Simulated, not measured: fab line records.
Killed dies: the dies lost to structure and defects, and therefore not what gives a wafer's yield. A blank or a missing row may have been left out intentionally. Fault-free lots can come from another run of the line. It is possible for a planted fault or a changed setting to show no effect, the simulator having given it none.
Struck lot and sound lot, side by side -- flow gf180mcu -- 14 out of 602 route steps
Sound: these wafers, L177.2, L177.4, L177.6. Wafers L181.1, L181.2, L181.6 were the ones struck. Last of all comes the cause.
Each step with rows lists, per side, the tool, then ch with its chambers, then its first start. Under that, the readings that differ: sound wafers -- struck wafers -- difference of the means -- sigmas: that difference in standard deviations of wafers without a fault.
alike: words and numbers the same on both sides, and readings whose means are apart by under 2 such deviations; not compared: readings that were withheld, readings missing a value for some wafer, numbers with overlapping values and no deviation given by the record, and bounds like >300 which may hide the same value.
The two part at a step that has a row with sigmas, a row that says differs or no value, or rows on one side only. Non-overlapping numbers with no deviation appear without sigmas and do not part them. A reading that every wafer of one side lacks parts them only if that side has two wafers or more.

first, 3 steps without rows for these wafers: GF_MVSD_EXPOSE_04 (exposes mask MVSD, target cd 1000 nm); GF_MVSD_PEB_05; GF_MVSD_DEVELOP_06 (develop time 60 s).
GF_MVSD_OVL_MEAS_07:
  sound on overlay-01, day 5 10:16; struck on overlay-02, day 6 10:59
  alike: MVSD_OVL
then, 2 steps without rows for these wafers: GF_MVSD_IMPLANT_08; GF_MVSD_IMPLANT_09.
GF_MVSD_STRIP_10: strips in O2/N2.
  sound on plasmaAsher-04 ch 1, day 5 10:35; struck on plasmaAsher-03 ch 0,1, day 6 11:20
reading,sound,struck,difference,sigmas
heaterPowerW (W),291 293 301,341 366 338,+53,+2
  alike: drypumpMotorCurrentA, oesProductAu, stripTimeToEndpointS
  not compared: rfHoursCounterH
GF_MVSD_TW_MEAS_11:
  sound on filmMetro-04, day 5 10:42; struck on filmMetro-03, day 6 11:26
  alike: MVSD_TW
then, 4 steps without rows for these wafers: GF_MVPSD_DEHYDRATE_00 (time 60 s); GF_MVPSD_HMDS_01 (prime time 60 s); GF_MVPSD_COAT_02 (resist thk 3000 nm); GF_MVPSD_SOFTBAKE_03.
GF_MVPSD_EXPOSE_04: exposes mask MVPSD, target cd 1000 nm.
  sound on ilineStepper-02 ch 0, day 5 18:08; struck on ilineStepper-01, day 6 19:04
  no value came back on the struck wafers for exposureDoseMJCm2, focusOffsetNm (nm); on the sound wafers exposureDoseMJCm2 reads 259.52 259.92 260.35
  alike: mask
following that, these wafers have no rows for 1 step: GF_MVPSD_PEB_05.

## WHERE THEY PART
Earliest at GF_MVSD_STRIP_10; latest, in this record, at GF_MVPSD_EXPOSE_04.

WHY: the cause the simulator had injected
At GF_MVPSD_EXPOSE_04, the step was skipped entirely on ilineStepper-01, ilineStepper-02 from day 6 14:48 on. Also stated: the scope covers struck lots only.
